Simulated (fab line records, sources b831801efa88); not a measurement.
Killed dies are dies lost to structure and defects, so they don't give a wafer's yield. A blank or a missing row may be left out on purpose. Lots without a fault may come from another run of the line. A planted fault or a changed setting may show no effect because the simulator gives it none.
A struck lot beside a sound one | flow sky130 | 17 steps out of a route of 708
Sound: wafers L195.1, L195.2, L195.5. Struck: wafer L201.3. (L201.2 of the same lot was not struck and is left out.) The cause comes at the end.
At each step with rows: each side's tool, then ch and its chambers, then its first start. Under that, the readings that differ: sound wafers | struck wafers | difference of the means | sigmas: that difference in standard deviations of wafers without a fault.
alike: readings whose means differ by less than 2 such deviations, and words and numbers that are the same on both sides. not compared: withheld readings, readings that some wafer has no value for, bounds like >300 that may hide the same value, and numbers for which the record gives no deviation and whose values overlap.
The two part at a step that has a row with sigmas, a row that says differs or no value, or rows on one side only. Numbers that don't overlap but have no deviation are shown without sigmas and don't part them. A reading that every wafer of one side lacks parts them only if that side has two wafers or more.

first, 1 step without rows for these wafers: SKY_LDD_N_IMPLANT_15.
SKY_LDD_N_STRIP_16: strips in O2/N2.
  sound on plasma_asher-03 ch 0,1, day 20 10:43; struck on plasma_asher-04 ch 1, day 21 22:02
  alike: drypump_motor_current_A, oes_product_au, strip_time_to_endpoint_s
  not compared: rf_hours_counter_h
SKY_LDD_N_TW_MEAS_17:
  sound on film_metro-02, day 20 10:49; struck on film_metro-01, day 21 22:08
  alike: LDD_N_TW
then, 7 steps without rows for these wafers: SKY_LDD_P_DEHYDRATE_00 (time 60 s); SKY_LDD_P_HMDS_01 (prime time 60 s); SKY_LDD_P_COAT_02 (resist thk 1140 nm); SKY_LDD_P_SOFTBAKE_03 (time 60 s); SKY_LDD_P_EXPOSE_04 (exposes mask PSDM, target cd 380 nm); SKY_LDD_P_PEB_05; SKY_LDD_P_DEVELOP_06 (develop time 60 s).
SKY_LDD_P_CD_MEAS_07: target cd 380 nm.
  sound on cd_sem-01, day 21 17:17; struck on cd_sem-01, day 23 04:49
  alike: cd_nm
SKY_LDD_P_OVL_MEAS_08:
  sound on overlay-01, day 21 17:25; struck on overlay-02, day 23 04:55
  alike: LDD_P_OVL
SKY_LDD_P_IMPLANT_09:
  sound on implanter-02 ch 0, day 21 17:26; struck on implanter-04 ch 0, day 23 04:59
  reading            | sound            | struck | difference | sigmas
  beam_on_s (s)      | 10.23 10.24 9.84 | 8.28   | -1.82      | -9
  faraday_current_uA | 55.1 55.3 57.2   | 68.4   | +12.5      | +11
SKY_LDD_P_STRIP_10: strips in O2/N2.
  sound on plasma_asher-02 ch 0,1, day 21 17:35; struck on plasma_asher-02 ch 0, day 23 05:06
  alike: drypump_motor_current_A, oes_product_au, strip_time_to_endpoint_s
  not compared: rf_hours_counter_h
SKY_LDD_P_TW_MEAS_11:
  sound on film_metro-03, day 21 17:41; struck on film_metro-02, day 23 05:13
  reading  | sound       | struck | difference | sigmas
  LDD_P_TW | 639 634 635 | 597    | -39        | -8
then, 1 step without rows for these wafers: SKY_LDD_HVN_DEHYDRATE_00 (time 60 s).
-- the record jumps here: 25 days lie between the struck wafers' starts before and after (it left off in module LDD_HVN and takes up again in module PAD_OPEN, whose first step shown is number 708 of the route) --
SKY_PAD_OPEN_PROBE_99:
  sound on prober-01, day 47 14:51; struck on prober-01, day 48 15:25
  reading                     | sound          | struck | difference | sigmas
  killed_at_M0_to_M3          | 36 38 33       | 53     | +17        | +3
  model.etest.tip_p.rs_ohm_sq | 6653 6715 6704 | 8021   | +1330      |
  alike: killed_at_M4_up, killed_at_contacts, killed_at_front_end, killed_at_other, killed_dies, killed_open, killed_short

WHERE THEY PART
First at SKY_LDD_P_IMPLANT_09; last, within this record, at SKY_PAD_OPEN_PROBE_99.

WHY: what the simulator had put in
Process parameter drift: implanter-04, from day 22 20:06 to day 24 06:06, at SKY_LDD_P_IMPLANT_09. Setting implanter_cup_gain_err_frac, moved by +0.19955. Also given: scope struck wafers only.
